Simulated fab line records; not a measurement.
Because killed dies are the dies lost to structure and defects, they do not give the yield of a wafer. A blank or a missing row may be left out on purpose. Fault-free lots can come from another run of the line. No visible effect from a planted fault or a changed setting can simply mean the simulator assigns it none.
fab line records	flow sfq-line
record: lots: 14	wafers: 42	last-day: 87
route steps=325 shown I3@133 M4@161 I4@167 JJ@192
lots untouched by any fault: they come from a run of this same line in which no faults occurred
start-h: hours from the record's opening day to when the first of the lot's shown wafers began	wait-h: hours elapsed since this lot's preceding step	" unchanged from the row above	L1.1+2: a row that stands for several wafers	- either no value or no given start	* or withheld: withheld	< > ~ a bound
route shown NAME@n: a module of which the file shows steps, and the number in the route of the first	usual: average and standard deviation across the fault-free wafers	same: alike in all rows	chamber/n: place in a boat	sites: each site's reading	_std_site: how widely they spread, as a standard deviation	_edge_site: mean of outer sites minus mean of inner sites	radius-mm: how far each site lies from the wafer's centre	mask NAME#n: copy n	behind: the last tool/chamber to shape the wafer	hold: cause of the lot's hold/its duration in hours/its outcome	device: which transistor (n, p or np) failed to switch	end of line: at the end of the route, the tests of the same wafers	step lacking rows: just its recipe	killed: the dies lost at the first sort to structure and to defects; this is not the yield of the wafer	map: per-die view of a wafer (x killed, . not killed, _ where there is no die)
set.NAME: the setting as run; set.NAME@STEP: as run at that earlier step	model.NAME: the simulator's own value behind a step, which no gauge read
steps of the route over a sample of lots; a table a step, a row a wafer
services: from which hour (start-h, from the record's first day; less than 0 if before it) a tool's chamber was out of use, for how many hours, and why
== steps ==
step: SFQ_TRILAYER_I3_DEP_PECVD_081
recipe: material: SiO2	temp-c: 150	time-s: 111.11	pressure-torr: 2.4	rf-w: 183.3	precursor: SiH4/N2O	target-thk-nm: 500
usual: heater-power-w: 77/12	throttle-valve-pct: 24.6/1.4
lot.wafer	tool	chamber	start-h	wait-h	heater-power-w	throttle-valve-pct
L369.1	pecvd-02	2	855.79	0.0	79	23.7
L369.4	"	2	"	"	83	23.8
L369.5	"	1	"	"	51	26.0
L370.1	pecvd-02	2	917.60	0.0	77	23.6
L370.3	"	1	"	"	49	26.3
L370.5	"	2	"	"	80	23.6
L371.3	pecvd-01	2	920.00	0.0	73	25.0
L371.5	"	1	"	"	83	25.5
L371.6	"	0	"	"	93	26.5
L372.3	pecvd-03	1	922.38	0.0	77	24.1
L372.4	"	0	"	"	88	23.3
L372.6	"	1	"	"	80	24.0
L373.1	pecvd-01	0	932.50	0.0	99	26.5
L373.2	"	1	"	"	84	25.5
L373.3	"	2	"	"	77	25.0
L374.2	pecvd-02	2	1081.70	0.0	86	23.8
L374.3	"	1	"	"	49	27.0
L374.5	"	1	"	"	51	26.9
L375.1	pecvd-03	2	1086.34	0.0	66	25.3
L375.3	"	1	"	"	71	24.3
L375.5	"	0	"	"	89	23.6
L384.1	pecvd-01	1	1138.50	0.0	90	22.4
L384.2	"	2	"	"	72	22.8
L384.4	"	1	"	"	93	22.2
L385.2	pecvd-02	1	1143.30	0.0	57	27.0
L385.5	"	0	"	"	74	24.5
L385.6	"	1	"	"	57	27.2
L386.1	pecvd-03	1	1145.27	0.0	77	24.5
L386.2	"	2	"	"	65	25.9
L386.4	"	0	"	"	90	23.7
L388.3	pecvd-02	0	1247.22	0.0	87	24.8
L388.5	"	1	"	"	56	27.3
L388.6	"	2	"	"	70	24.4
L389.1	pecvd-02	1	1252.81	0.0	56	27.3
L389.2	"	0	"	"	76	24.9
L389.5	"	0	"	"	81	24.6
L390.2	pecvd-02	1	1258.81	0.0	50	27.1
L390.3	"	2	"	"	85	24.5
L390.6	"	1	"	"	52	27.5
L391.1	pecvd-01	0	1259.22	0.0	87	23.3
L391.2	"	2	"	"	75	22.8
L391.4	"	1	"	"	83	22.5
step: SFQ_TRILAYER_M4_STRIP_STRIP_097
recipe: gas: O2	power-w: 200	platen-temp-c: 40	overash-fraction: 0.65	chemistry: O2	pressure-mtorr: 50
usual: drypump-motor-current-A: 5.67/0.17	oes-product-au: 1.001/0.007
lot.wafer	tool	chamber	start-h	wait-h	drypump-motor-current-A	oes-product-au	rf-hours-counter-h
L369.1	rie-metal-01	1	1146.45	0.1	5.58	1.001	37
L369.4	"	1	"	"	5.61	0.995	-
L369.5	"	0	"	"	5.58	1.003	-
L370.1	rie-metal-04	0	1162.05	0.1	5.79	1.005	42
L370.3	"	0	"	"	5.80	1.012	-
L370.5	"	0	"	"	5.79	1.006	-
L371.3	rie-metal-01	1	1165.85	0.2	5.60	1.006	-
L371.5	"	0	"	"	5.56	1.010	-
L371.6	"	1	"	"	5.61	0.997	-
L372.3	rie-metal-01	0	1168.25	0.2	5.58	1.006	-
L372.4	"	1	"	"	5.62	1.002	-
L372.6	"	1	"	"	5.61	0.993	-
L373.1	rie-metal-01	1	1174.24	0.2	5.62	1.016	43
L373.2	"	1	"	"	5.60	1.013	-
L373.3	"	1	"	"	5.60	1.017	-
L374.2	rie-metal-02	0	1258.79	0.1	5.70	1.004	69
L374.3	"	1	"	"	5.38	0.988	-
L374.5	"	0	"	"	5.73	0.995	-
L375.1	rie-metal-04	0	1259.99	0.1	5.82	0.989	61
L375.3	"	0	"	"	5.80	0.989	-
L375.5	"	1	"	"	5.92	0.992	-
L384.1	rie-metal-04	0	1292.35	0.1	5.78	1.017	67
L384.2	"	1	"	"	5.93	1.003	57
L384.4	"	0	"	"	5.79	1.005	-
L385.2	rie-metal-04	0	1294.75	0.1	5.76	0.999	67
L385.5	"	0	"	"	5.79	1.001	-
L385.6	"	1	"	"	5.91	1.001	-
L386.1	rie-metal-02	0	1296.13	0.2	5.73	0.999	77
L386.2	"	0	"	"	5.76	1.007	-
L386.4	"	0	"	"	5.73	0.999	-
L388.3	rie-metal-04	1	1383.68	0.2	5.93	1.004	-
L388.5	"	0	"	"	5.79	0.993	-
L388.6	"	1	"	"	5.92	0.997	-
L389.1	rie-metal-02	1	1393.11	0.1	5.37	1.009	12
L389.2	"	0	"	"	5.69	1.001	93
L389.5	"	0	"	"	5.68	1.007	-
L390.2	rie-metal-02	1	1405.75	0.5	5.38	1.003	-
L390.3	"	1	"	"	5.39	0.999	-
L390.6	"	1	"	"	5.38	1.008	-
L391.1	rie-metal-04	1	1408.81	0.1	5.91	0.997	76
L391.2	"	0	"	"	5.77	1.004	86
L391.4	"	1	"	"	5.92	0.996	-
step: SFQ_TRILAYER_I4_VIA_LITHO_COAT_108
recipe: resist: BARC	spin-rpm: 3000	resist-thk-nm: 62
lot.wafer	tool	chamber	start-h	wait-h
L369.1+4+5	litho-track-04	0	1159.85	1.0
L370.1+3+5	litho-track-01	0	1188.77	1.0
L371.3+5+6	litho-track-01	0	1191.87	0.7
L372.3+4+6	litho-track-02	0	1192.92	0.7
L373.1+2+3	litho-track-01	0	1197.77	1.0
L374.2+3+5	litho-track-04	0	1301.87	0.8
L375.1+3+5	litho-track-01	0	1304.44	1.0
L384.1+2+4	litho-track-02	0	1335.78	1.0
L386.1+2+4	litho-track-04	0	1341.81	1.0
L385.2+5+6	litho-track-02	0	1341.83	0.8
L388.3+5+6	litho-track-01	0	1411.69	0.7
L389.1+2+5	litho-track-01	0	1417.59	1.0
L390.2+3+6	litho-track-02	0	1429.60	0.8
L391.1+2+4	litho-track-01	0	1432.55	1.0
step: SFQ_TRILAYER_I4_VIA_BARC_OPEN_VIA_ETCH_146
recipe: mask-material: PR	chemistry: O2	target-depth-nm: 125	target: BARC	source-w: 500	bias-w: 80	pressure-mtorr: 30	time-s: 41.7
usual: drypump-motor-current-A: 5.8/0.5	oes-product-au: 0.685/0.005
lot.wafer	tool	chamber	start-h	wait-h	drypump-motor-current-A	oes-product-au	rf-hours-counter-h
L369.1	rie-diel-02	0	1227.32	0.0	5.9	0.686	2
L369.4	"	1	"	"	5.2	0.680	9
L369.5	"	0	"	"	5.9	0.687	-
L370.1	rie-diel-03	1	1261.01	0.0	6.6	0.673	3
L370.3	"	2	"	"	5.3	0.686	9
L370.5	"	3	"	"	5.9	0.680	-
L371.3	rie-diel-04	3	1264.61	0.0	6.6	0.684	12
L371.5	"	3	"	"	6.6	0.689	-
L371.6	"	0	"	"	5.4	0.686	-
L372.3	rie-diel-03	0	1267.01	0.0	6.3	0.695	15
L372.4	"	3	"	"	5.9	0.691	6
L372.6	"	1	"	"	6.6	0.690	-
L373.1	rie-diel-03	3	1270.61	0.0	5.9	0.690	6
L373.2	"	1	"	"	6.5	0.691	3
L373.3	"	0	"	"	6.3	0.680	16
L374.2	rie-diel-03	1	1308.96	0.0	6.6	0.680	4
L374.3	"	3	"	"	5.9	0.673	7
L374.5	"	3	"	"	5.9	0.689	-
L375.1	rie-diel-04	1	1310.16	0.0	5.3	0.693	11
L375.3	"	2	"	"	5.5	0.694	6
L375.5	"	3	"	"	6.6	0.690	-
L384.1	rie-diel-03	1	1338.06	0.0	6.6	0.685	4
L384.2	"	2	"	"	5.3	0.612	10
L384.4	"	3	"	"	5.9	0.610	7
L385.2	rie-diel-03	2	1344.06	0.0	5.3	0.607	10
L385.5	"	3	"	"	5.9	0.684	-
L385.6	"	2	"	"	5.3	0.686	-
L386.1	rie-diel-02	2	1451.83	0.0	5.3	0.677	17
L386.2	"	3	"	"	5.7	0.681	6
L386.4	"	0	"	"	5.9	0.682	5
L388.3	rie-diel-02	2	1521.55	0.0	5.3	0.693	18
L388.5	"	2	"	"	5.3	0.679	-
L388.6	"	1	"	"	5.2	0.685	-
L389.1	rie-diel-03	1	1533.55	0.0	6.6	0.680	7
L389.2	"	2	"	"	5.3	0.672	13
L389.5	"	1	"	"	6.6	0.682	-
L390.2	rie-diel-04	0	1547.95	0.0	5.4	0.692	15
L390.3	"	2	"	"	5.5	0.694	10
L390.6	"	2	"	"	5.5	0.686	-
L391.1	rie-diel-02	2	1551.55	0.0	5.3	0.684	18
L391.2	"	1	"	"	5.2	0.685	14
L391.4	"	0	"	"	5.9	0.687	6
step: SFQ_TRILAYER_JJ_CE_METRO_MEASURE_117
usual: cd-nm: 699.9/1.4
lot.wafer	tool	chamber	start-h	wait-h	cd-nm
L369.1	cd-sem-01	-	1299.36	0.0	697.0
L369.4	"	-	"	"	697.9
L369.5	"	-	"	"	698.5
L370.1	cd-sem-02	-	1302.98	0.0	701.7
L370.3	"	-	"	"	700.9
L370.5	"	-	"	"	702.0
L371.3	cd-sem-01	-	1304.56	0.4	700.4
L371.5	"	-	"	"	700.6
L371.6	"	-	"	"	702.2
L372.3	cd-sem-02	-	1305.93	0.4	700.1
L372.4	"	-	"	"	698.5
L372.6	"	-	"	"	698.6
L373.1	cd-sem-01	-	1306.56	0.0	700.3
L373.2	"	-	"	"	700.2
L373.3	"	-	"	"	699.8
L374.2	cd-sem-02	-	1419.63	0.2	700.7
L374.3	"	-	"	"	700.0
L374.5	"	-	"	"	699.4
L375.1	cd-sem-02	-	1421.83	0.0	699.7
L375.3	"	-	"	"	699.9
L375.5	"	-	"	"	700.4
L384.1	cd-sem-01	-	1450.63	0.0	699.2
L384.2	"	-	"	"	698.5
L384.4	"	-	"	"	697.7
L385.2	cd-sem-02	-	1456.83	0.2	698.6
L385.5	"	-	"	"	698.3
L385.6	"	-	"	"	697.8
L386.1	cd-sem-01	-	1457.95	0.0	701.8
L386.2	"	-	"	"	701.9
L386.4	"	-	"	"	701.9
L388.3	cd-sem-01	-	1526.71	0.4	697.9
L388.5	"	-	"	"	699.1
L388.6	"	-	"	"	698.7
L389.1	cd-sem-02	-	1539.67	0.0	701.9
L389.2	"	-	"	"	701.4
L389.5	"	-	"	"	701.0
L390.2	cd-sem-01	-	1552.98	0.2	702.5
L390.3	"	-	"	"	701.1
L390.6	"	-	"	"	701.2
L391.1	cd-sem-02	-	1556.15	0.0	698.9
L391.2	"	-	"	"	699.4
L391.4	"	-	"	"	698.4
== services ==
tool	chamber	start-h	hours	kind
rie-diel-03	1	843.95	11.8	repair
cd-sem-01	-	869.68	0.3	pm
cd-sem-01	-	871.62	0.7	pm
cd-sem-02	-	876.60	0.2	pm
cd-sem-02	-	888.42	1.4	pm
cd-sem-01	-	912.80	2.2	pm
pecvd-02	-	921.21	4.3	pm
rie-diel-03	0	943.21	8.7	repair
rie-diel-03	-	967.91	2.6	repair
cd-sem-02	-	975.44	0.8	pm
pecvd-02	-	980.09	1.7	repair
pecvd-02	-	996.95	0.9	repair
cd-sem-01	-	1015.72	2.5	pm
cd-sem-02	-	1050.28	0.9	pm
cd-sem-01	-	1053.45	0.4	pm
cd-sem-01	-	1055.62	1.7	pm
cd-sem-02	-	1060.60	0.5	pm
cd-sem-02	-	1072.42	1.8	pm
cd-sem-02	-	1075.99	1.7	pm
rie-diel-03	0	1092.13	16.0	repair
rie-diel-03	3	1097.85	1.5	repair
pecvd-02	1	1100.62	5.1	repair
pecvd-02	1	1112.75	6.9	repair
rie-diel-03	1	1157.98	6.4	repair
== key ==
first-sign: step: SFQ_TRILAYER_I4_VIA_BARC_OPEN_VIA_ETCH_146	reading: oes-product-au	direction: down	sigmas: 15	usual: 0.685	struck: 0.610
effect none on later readings
met-at SFQ_TRILAYER_I4_VIA_LITHO_COAT_108
struck-lots L384,L385
struck-wafers L384.2,L384.4,L385.2
not-acting-at SFQ_TRILAYER_I3_DEP_PECVD_081,SFQ_TRILAYER_M4_STRIP_STRIP_097,SFQ_TRILAYER_JJ_CE_METRO_MEASURE_117
onset-between 1192.92 1335.78
fault: kind: process-parameter-drift	tool: litho-track-02	chamber: -	onset-h: 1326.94	steps: SFQ_TRILAYER_I4_VIA_LITHO_COAT_108	channel: resist-thk-nm	offset: -15.132	shape: step	end-h: 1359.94	scope: struck-wafers-only	acts-in: these-recipes-only	stated: 62
